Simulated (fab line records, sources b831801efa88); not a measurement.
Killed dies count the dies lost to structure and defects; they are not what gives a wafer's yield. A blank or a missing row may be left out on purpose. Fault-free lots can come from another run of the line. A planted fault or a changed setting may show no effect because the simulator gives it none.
fab line records    flow sky130
record: lots: 12  wafers: 36  lastDay: 50
route steps=708 shown GATE_OXIDE@194 SD_P@327 PAD_OPEN@708
lots that met no fault: from a run of the same line without faults
startH: the number of hours between the record's first day and the start of the first shown wafer of the lot    waitH: time in hours since the lot's previous step    " as in the row above    L1.1+2: a row that stands for several wafers    - value missing, or start not given    * or withheld: withheld    < > ~ a bound
route shown NAME@n: NAME is a module with steps in the file, n the number in the route of the first one    usual: mean and standard deviation over wafers with no fault    same: alike in all rows    chamber/n: place in a boat    sites: the reading at each site    _std_site: how widely they spread, as a standard deviation    _edge_site: the outer-site mean with the inner-site mean subtracted    radiusMm: how far each site lies from the wafer's centre    mask NAME#n: copy n    behind: the tool/chamber that last shaped the wafer    hold: what put the lot on hold/how long, in hours/how the hold closed    device: transistor that didn't switch, given as n, p or np    end of line: tests of these same wafers at the route's end    a step given without rows: its recipe and nothing more    killed: dies lost to structure and defects at the first sort, not the wafer's yield    map: per-die view of a wafer (x killed, . not killed, _ where there is no die)
set.NAME: the setting as run; set.NAME@STEP: as run at that earlier step    model.NAME: the simulator's own value behind a step, which no gauge read
the route's steps for a sample of lots (tables are steps, rows are wafers)
services: when a tool's chamber went out of use (startH, in hours from the record's first day, below 0 if earlier), for how many hours, and the reason
== steps ==
step: SKY_GATE_OXIDE_EXPOSE_07
recipe: maskId: LVOM  na: 0.6  sourceShape: conventional  sigmaOuter: 0.6  polarization: unpolarized  targetCdNm: 600  doseMj: 170
same: sigmaOuter: 0.6
lot.wafer   tool             chamber  startH  waitH  mask
L588.3+4+6  ilineStepper-01  0        292.24  -      LVOM#0
L589.2+4+6  ilineStepper-01  0        297.21  -      LVOM#0
L593.1+3+5  ilineStepper-01  0        333.43  -      NWM#0
L595.1+3+6  ilineStepper-01  0        356.60  -      LVOM#0
L602.2+4+5  ilineStepper-01  0        416.58  -      LVOM#0
L603.2+3+6  ilineStepper-01  0        425.71  -      LVOM#0
L604.2+3+5  ilineStepper-02  0        433.73  -      LVOM#0
L605.2+3+5  ilineStepper-02  0        436.76  -      LVOM#0
L607.1+3+6  ilineStepper-01  0        465.17  -      LVOM#0
L608.3+4+6  ilineStepper-02  0        472.06  -      LVOM#0
L610.3+5+6  ilineStepper-02  0        489.77  -      LVOM#0
L611.2+4+6  ilineStepper-01  0        489.99  -      LVOM#0
step: SKY_GATE_OXIDE_OVL_MEAS_10
usual: GATE_OXIDE_OVL: -0.6/1.4
lot.wafer  tool        chamber  startH  waitH  GATE_OXIDE_OVL[nm]
L588.3     overlay-01  -        304.27  0.1    0.5
L588.4     "           -        "       "      -2.1
L588.6     "           -        "       "      0.3
L589.2     overlay-02  -        310.24  0.1    1.6
L589.4     "           -        "       "      -1.7
L589.6     "           -        "       "      0.8
L593.1     overlay-01  -        346.79  0.1    -
L593.3     "           -        "       "      -
L593.5     "           -        "       "      -
L595.1     overlay-02  -        370.39  0.1    0.4
L595.3     "           -        "       "      0.0
L595.6     "           -        "       "      -0.4
L602.2     overlay-02  -        431.49  0.1    -0.7
L602.4     "           -        "       "      -1.4
L602.5     "           -        "       "      -2.3
L603.2     overlay-02  -        441.64  0.1    -1.0
L603.3     "           -        "       "      -2.5
L603.6     "           -        "       "      -3.2
L604.2     overlay-02  -        448.85  0.1    0.0
L604.3     "           -        "       "      -0.6
L604.5     "           -        "       "      -1.4
L605.2     overlay-02  -        452.14  0.1    1.8
L605.3     "           -        "       "      -1.5
L605.5     "           -        "       "      -0.7
L607.1     overlay-02  -        480.49  0.1    -3.8
L607.3     "           -        "       "      -0.6
L607.6     "           -        "       "      -2.7
L608.3     overlay-01  -        487.25  0.1    2.1
L608.4     "           -        "       "      0.2
L608.6     "           -        "       "      0.8
L610.3     overlay-01  -        504.70  0.1    -0.5
L610.5     "           -        "       "      0.0
L610.6     "           -        "       "      -0.1
L611.2     overlay-01  -        504.96  0.1    -2.7
L611.4     "           -        "       "      -1.0
L611.6     "           -        "       "      0.1
step: SKY_GATE_OXIDE_TW_MEAS_14
usual: GATE_OXIDE_TW: 225.1/1.8
lot.wafer  tool          chamber  startH  waitH  GATE_OXIDE_TW
L588.3     filmMetro-03  -        304.66  0.1    220.4
L588.4     "             -        "       "      220.5
L588.6     "             -        "       "      220.3
L589.2     filmMetro-04  -        310.63  0.1    225.9
L589.4     "             -        "       "      226.3
L589.6     "             -        "       "      226.7
L593.1     filmMetro-04  -        347.18  0.1    30.3
L593.3     "             -        "       "      30.3
L593.5     "             -        "       "      30.4
L595.1     filmMetro-02  -        370.78  0.1    224.4
L595.3     "             -        "       "      224.5
L595.6     "             -        "       "      224.3
L602.2     filmMetro-04  -        431.89  0.1    225.9
L602.4     "             -        "       "      226.0
L602.5     "             -        "       "      225.6
L603.2     filmMetro-04  -        442.04  0.1    227.0
L603.3     "             -        "       "      226.4
L603.6     "             -        "       "      225.6
L604.2     filmMetro-03  -        449.25  0.1    223.7
L604.3     "             -        "       "      223.5
L604.5     "             -        "       "      221.6
L605.2     filmMetro-03  -        452.53  0.1    223.6
L605.3     "             -        "       "      223.6
L605.5     "             -        "       "      223.6
L607.1     filmMetro-03  -        480.88  0.1    225.6
L607.3     "             -        "       "      224.2
L607.6     "             -        "       "      225.2
L608.3     filmMetro-02  -        487.64  0.1    225.2
L608.4     "             -        "       "      223.7
L608.6     "             -        "       "      225.8
L610.3     filmMetro-02  -        505.10  0.1    224.9
L610.5     "             -        "       "      223.0
L610.6     "             -        "       "      223.9
L611.2     filmMetro-03  -        505.35  0.1    223.6
L611.4     "             -        "       "      223.4
L611.6     "             -        "       "      224.0
step: SKY_SD_P_CD_MEAS_07
recipe: targetCdNm: 380
usual: cdNm: 380.2/2.6
lot.wafer  tool      chamber  startH  waitH  cdNm
L588.3     cdSem-02  -        577.89  0.1    375.6
L588.4     "         -        "       "      377.7
L588.6     "         -        "       "      376.8
L589.2     cdSem-01  -        589.16  0.1    377.6
L589.4     "         -        "       "      376.6
L589.6     "         -        "       "      375.9
L595.1     cdSem-01  -        657.95  0.1    380.6
L595.3     "         -        "       "      381.2
L595.6     "         -        "       "      383.3
L602.2     cdSem-02  -        705.92  0.1    381.0
L602.4     "         -        "       "      379.1
L602.5     "         -        "       "      380.3
L603.2     cdSem-01  -        713.89  0.1    382.7
L603.3     "         -        "       "      381.5
L603.6     "         -        "       "      380.1
L604.2     cdSem-01  -        722.26  0.1    379.2
L604.3     "         -        "       "      380.6
L604.5     "         -        "       "      380.6
L605.2     cdSem-01  -        728.77  0.1    378.4
L605.3     "         -        "       "      378.8
L605.5     "         -        "       "      379.6
L607.1     cdSem-01  -        751.17  0.1    385.9
L607.3     "         -        "       "      385.1
L607.6     "         -        "       "      383.4
L608.3     cdSem-01  -        753.14  0.1    380.8
L608.4     "         -        "       "      382.0
L608.6     "         -        "       "      382.4
L611.2     cdSem-01  -        797.76  0.1    381.6
L611.4     "         -        "       "      380.2
L611.6     "         -        "       "      379.2
L610.3     cdSem-01  -        798.96  0.1    382.8
L610.5     "         -        "       "      381.3
L610.6     "         -        "       "      383.9
step: SKY_SD_P_STRIP_10
recipe: chemistry: O2/N2  powerW: 1400  pressureMtorr: 1500  platenTempC: withheld  o2FlowSccm: 3000  n2FlowSccm: 300  overashFraction: 0.5
usual: drypumpMotorCurrentA: 5.7/0.49  oesProductAu: 0.617/0.0046  stripTimeToEndpointS: 17.50/0.04
lot.wafer  tool            chamber  startH  waitH  drypumpMotorCurrentA  oesProductAu  rfHoursCounterH  stripTimeToEndpointS
L588.3     plasmaAsher-04  0        578.19  0.1    5.8                   0.618         -                17.50
L588.4     "               1        "       "      4.9                   0.616         -                17.52
L588.6     "               0        "       "      5.8                   0.620         -                17.53
L589.2     plasmaAsher-04  0        589.44  0.1    5.8                   0.616         16               17.57
L589.4     "               1        "       "      4.9                   0.624         -                17.54
L589.6     "               0        "       "      5.8                   0.626         -                17.62
L595.1     plasmaAsher-04  1        658.26  0.1    4.9                   0.618         24               17.54
L595.3     "               1        "       "      4.9                   0.613         -                17.53
L595.6     "               1        "       "      4.9                   0.614         -                17.49
L602.2     plasmaAsher-04  0        706.21  0.1    5.9                   0.618         28               17.49
L602.4     "               1        "       "      4.9                   0.614         -                17.50
L602.5     "               0        "       "      5.8                   0.614         -                17.44
L603.2     plasmaAsher-04  1        714.18  0.1    4.9                   0.625         28               17.51
L603.3     "               1        "       "      4.9                   0.610         -                17.47
L603.6     "               1        "       "      4.9                   0.622         -                17.47
L604.2     plasmaAsher-03  1        722.54  0.1    6.4                   0.621         102              17.52
L604.3     "               1        "       "      6.3                   0.629         -                17.46
L604.5     "               0        "       "      5.6                   0.611         -                17.47
L605.2     plasmaAsher-04  0        729.06  0.1    5.8                   0.621         30               17.48
L605.3     "               1        "       "      4.9                   0.614         -                17.50
L605.5     "               1        "       "      4.9                   0.611         -                17.49
L607.1     plasmaAsher-03  0        751.48  0.1    5.6                   0.617         1                17.50
L607.3     "               0        "       "      5.6                   0.622         -                17.53
L607.6     "               0        "       "      5.6                   0.605         -                17.52
L608.3     plasmaAsher-01  1        753.44  0.1    5.6                   0.627         -                17.49
L608.4     "               0        "       "      6.2                   0.612         -                17.47
L608.6     "               0        "       "      6.2                   0.612         -                17.42
L611.2     plasmaAsher-03  0        798.04  0.1    5.6                   0.620         5                17.52
L611.4     "               0        "       "      5.6                   0.617         -                17.49
L611.6     "               1        "       "      6.4                   0.615         -                17.50
L610.3     plasmaAsher-01  0        799.72  0.1    6.2                   0.619         -                17.50
L610.5     "               0        "       "      6.2                   0.628         -                17.51
L610.6     "               1        "       "      5.6                   0.618         -                17.49
step: SKY_SD_P_TW_MEAS_11
usual: SD_P_TW: 2834/26
lot.wafer  tool          chamber  startH  waitH  SD_P_TW
L588.3     filmMetro-04  -        578.28  0.1    2847
L588.4     "             -        "       "      2859
L588.6     "             -        "       "      2862
L589.2     filmMetro-04  -        589.55  0.1    2864
L589.4     "             -        "       "      2853
L589.6     "             -        "       "      2859
L595.1     filmMetro-02  -        658.36  0.1    2825
L595.3     "             -        "       "      2814
L595.6     "             -        "       "      2812
L602.2     filmMetro-02  -        706.32  0.1    2840
L602.4     "             -        "       "      2844
L602.5     "             -        "       "      2827
L603.2     filmMetro-02  -        714.29  0.1    2826
L603.3     "             -        "       "      2832
L603.6     "             -        "       "      2841
L604.2     filmMetro-01  -        722.65  0.1    2810
L604.3     "             -        "       "      2822
L604.5     "             -        "       "      2823
L605.2     filmMetro-04  -        729.17  0.1    2868
L605.3     "             -        "       "      2852
L605.5     "             -        "       "      2848
L607.1     filmMetro-02  -        751.58  0.1    2836
L607.3     "             -        "       "      2820
L607.6     "             -        "       "      2829
L608.3     filmMetro-04  -        753.53  0.1    2842
L608.4     "             -        "       "      2860
L608.6     "             -        "       "      2844
L611.2     filmMetro-02  -        798.15  0.1    2815
L611.4     "             -        "       "      2818
L611.6     "             -        "       "      2812
L610.3     filmMetro-04  -        799.81  0.1    2839
L610.5     "             -        "       "      2848
L610.6     "             -        "       "      2854
step: SKY_PAD_OPEN_PROBE_99
usual: killed_at_M0_to_M3: 45/7.9  killed_at_M4_up: 2.9/1.8  killedAtContacts: 25/5.5  killedAtFrontEnd: 16/4.4  killedAtOther: 0.3/0.58  killedDies: 89/9.4  killedOnRim: 18/3.9  killedOpen: 49/6.8  killedShort: 40/6.3
same: grossDies: 492  killedAtBackSide: 0
lot.wafer  tool       chamber  startH   waitH  killed_at_M0_to_M3  killed_at_M4_up  killedAtContacts  killedAtFrontEnd  killedAtOther  killedDies  killedOnRim  killedOpen  killedShort
L593.1     prober-02  -        1102.87  0.1    33                  2                22                435               0              492         96           40          30
L593.3     prober-02  -        1102.97  0.2    38                  3                17                433               1              492         96           39          39
L593.5     prober-02  -        1103.07  0.2    39                  2                13                438               0              492         96           36          41
killed by level:class
L593.1 GATE_OXIDE:areaExpose=422 LI_CONTACT:geometricParticle:open=7 VIA1:geometricParticle:open=7 CONTACT:geometricParticle:short=5 METAL2:geometricParticle:short=5 VIA2:geometricParticle:open=5 VIA3:geometricParticle:open=5 FIELD_ISO:geometricParticle:open=4
L593.3 GATE_OXIDE:areaExpose=414 METAL2:geometricParticle:short=8 FIELD_ISO:geometricParticle:short=6 CONTACT:geometricParticle:open=6 LI_CONTACT:geometricParticle:open=5 VIA2:geometricParticle:open=5 METAL1:geometricParticle:short=5 VIA1:geometricParticle:open=5
L593.5 GATE_OXIDE:areaExpose=415 VIA1:geometricParticle:open=8 FIELD_ISO:geometricParticle:open=7 METAL2:geometricParticle:short=7 FIELD_ISO:geometricParticle:short=6 CONTACT:geometricParticle:open=6 VIA1:geometricParticle:short=6 VIA2:geometricParticle:short=5
== services ==
tool             chamber  startH  hours  kind
ilineStepper-02  -        284.76  4.4    pm
plasmaAsher-03   -        296.54  0.3    repair
ilineStepper-01  -        320.42  4.4    pm
plasmaAsher-04   -        331.91  1.4    repair
plasmaAsher-04   -        336.84  2.8    pm
ilineStepper-02  -        404.45  15.9   repair
plasmaAsher-04   -        405.52  1.9    repair
plasmaAsher-04   -        421.25  9.0    pm
ilineStepper-02  -        446.39  1.7    pm
plasmaAsher-03   -        492.14  4.3    pm
plasmaAsher-03   -        497.83  2.8    pm
ilineStepper-01  -        500.47  1.7    pm
ilineStepper-01  -        567.09  4.4    repair
plasmaAsher-01   -        603.20  24.1   repair
plasmaAsher-03   -        606.38  2.1    repair
plasmaAsher-04   -        608.98  0.3    repair
ilineStepper-01  -        656.16  0.5    repair
plasmaAsher-04   -        662.79  4.9    repair
ilineStepper-02  -        664.57  1.7    pm
ilineStepper-01  -        718.65  1.7    pm
plasmaAsher-04   -        722.49  2.2    repair
plasmaAsher-03   -        733.75  9.0    pm
plasmaAsher-01   -        745.96  0.4    repair
plasmaAsher-01   -        782.74  0.6    repair
== key ==
firstSign: step: SKY_GATE_OXIDE_EXPOSE_07  reading: mask  direction: changed
effect: step: SKY_GATE_OXIDE_OVL_MEAS_10  reading: GATE_OXIDE_OVL  direction: missing
effect: step: SKY_GATE_OXIDE_TW_MEAS_14  reading: GATE_OXIDE_TW  direction: down  sigmas: 99+  usual: 225.1  struck: 30.3
effect: step: SKY_PAD_OPEN_PROBE_99  reading: killedAtFrontEnd  direction: up  sigmas: 96  usual: 16  struck: 435
moreKillsBornAt: SKY_GATE_OXIDE_EXPOSE_07@ilineStepper-01: 1251
metAt SKY_GATE_OXIDE_EXPOSE_07
struckLots L593
laterRowsLeftOut L593.1,L593.3,L593.5
testerLeftOut L593
notActingAt SKY_SD_P_CD_MEAS_07,SKY_SD_P_STRIP_10,SKY_SD_P_TW_MEAS_11
onsetBetween 297.21 333.43
fault: kind: wrongMask  tool: any  chamber: -  onsetH: 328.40  steps: SKY_GATE_OXIDE_EXPOSE_07  auxCopy: NWM#0  scope: struckLotsOnly
testerLeftOut: of these lots the tester's yield and bins aren't shown, on N5 and GAA mostly nor the transistor test; their killed dies are dies lost to structure and defects alone, not to doping, threshold or leakage, so they don't give the yield
laterRowsLeftOut: the simulator's readings of these wafers behind a module that went badly wrong aren't trusted and aren't shown, but for the sort
